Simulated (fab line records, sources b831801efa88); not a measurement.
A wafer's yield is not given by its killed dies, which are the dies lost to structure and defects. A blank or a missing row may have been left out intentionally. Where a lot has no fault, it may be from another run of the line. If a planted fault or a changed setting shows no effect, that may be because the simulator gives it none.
2 desks, one fault    flow sky130    each desk holds nothing but its own numbers, with what lay behind them at the end

== THE METROLOGY DESK ==
Means of the sampled wafers that have a number, per lot and without regard to the tool the lot ran on: this is what the gauges read. The brackets show how far a lot's mean lies from the usual mean; more than 4 standard deviations puts the lot out of limits, marked OUT.
Columns: A = LOCAL_INTERCONNECT_TIN_RS at SKY_LOCAL_INTERCONNECT_RS_MEAS_01, usual 14.06 ohm/sq; B = LOCAL_INTERCONNECT_TIN_THK at SKY_LOCAL_INTERCONNECT_THK_MEAS_02, usual 99.2 nm; C = cd nm at SKY_LOCAL_INTERCONNECT_CD_MEAS_11, usual 169.3 nm; D = LOCAL_INTERCONNECT_OVL at SKY_LOCAL_INTERCONNECT_OVL_MEAS_12, usual 4 nm
lot   first seen here  A      B      C      D
L281  day 29 15:50     13.83  101.1  169.6  11
L286  day 31 11:57     13.52  103.6  168.7  10
L296  day 34 18:16     14.07  99.5   169.1  -2
L297  day 34 21:32     14.27  97.7   170.9  3
L298  day 34 22:38     14.10  98.9   169.8  7
L301  day 36 05:37     13.92  99.8   169.0  7
Result from this desk: across the 6 lots, nothing is out of limits.

== DESK OF THE TOOL OWNER: rie metal-03 ==
The tool's own readings at SKY_LOCAL_INTERCONNECT_ETCH_13 (etches BARC in N2/H2, stops on SiO2, time 45.9 s, target depth 60 nm): means of the sampled wafers that have a number, for each lot that ran on this tool. The brackets show how far a lot's mean lies from the usual mean; more than 4 standard deviations puts the lot out of limits, marked OUT.
Columns: A = chamber pressure mTorr at SKY_LOCAL_INTERCONNECT_ETCH_13, usual 29.999 mTorr; B = drypump motor current A at SKY_LOCAL_INTERCONNECT_ETCH_13, usual 5.9 A; C = oes product au at SKY_LOCAL_INTERCONNECT_ETCH_13, usual 0.854 a.u.; D = run length s at SKY_LOCAL_INTERCONNECT_ETCH_13, usual 74.4 s; E = throttle valve pct at SKY_LOCAL_INTERCONNECT_ETCH_13, usual 13.227 %
lot   first seen here  A       B    C                 D     E
L281  day 30 20:23     30.024  5.5  0.855             74.5  13.224
L296  day 35 20:58     29.970  5.1  0.910 (+12) OUT   72.1  13.246
L297  day 35 23:45     30.007  5.1  0.883 (+6.0) OUT  73.3  13.232
Finding of this desk: L296, L297 out of limits; the first was L296 at day 35 20:58, on oes product au at SKY_LOCAL_INTERCONNECT_ETCH_13. In limits: L281.

== PUT TOGETHER ==
An alarm could have come from the tool owner's desk at day 35 20:58, on L296, L297.
From the metrology desk's view, nothing was out of limits.
The metrology desk holds a record of L296, L297, inside its limits.
Of the lots named, all ran SKY_LOCAL_INTERCONNECT_ETCH_13 on rie metal-03.

== WHAT THE SIMULATOR HAD PUT IN ==
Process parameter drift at SKY_LOCAL_INTERCONNECT_ETCH_13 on rie metal-03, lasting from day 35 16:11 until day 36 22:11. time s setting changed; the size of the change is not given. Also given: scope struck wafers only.
Lots struck among those shown: L296, L297.
Each desk's first reading out of limits, in hours after the fault started: the tool owner's desk, 5.
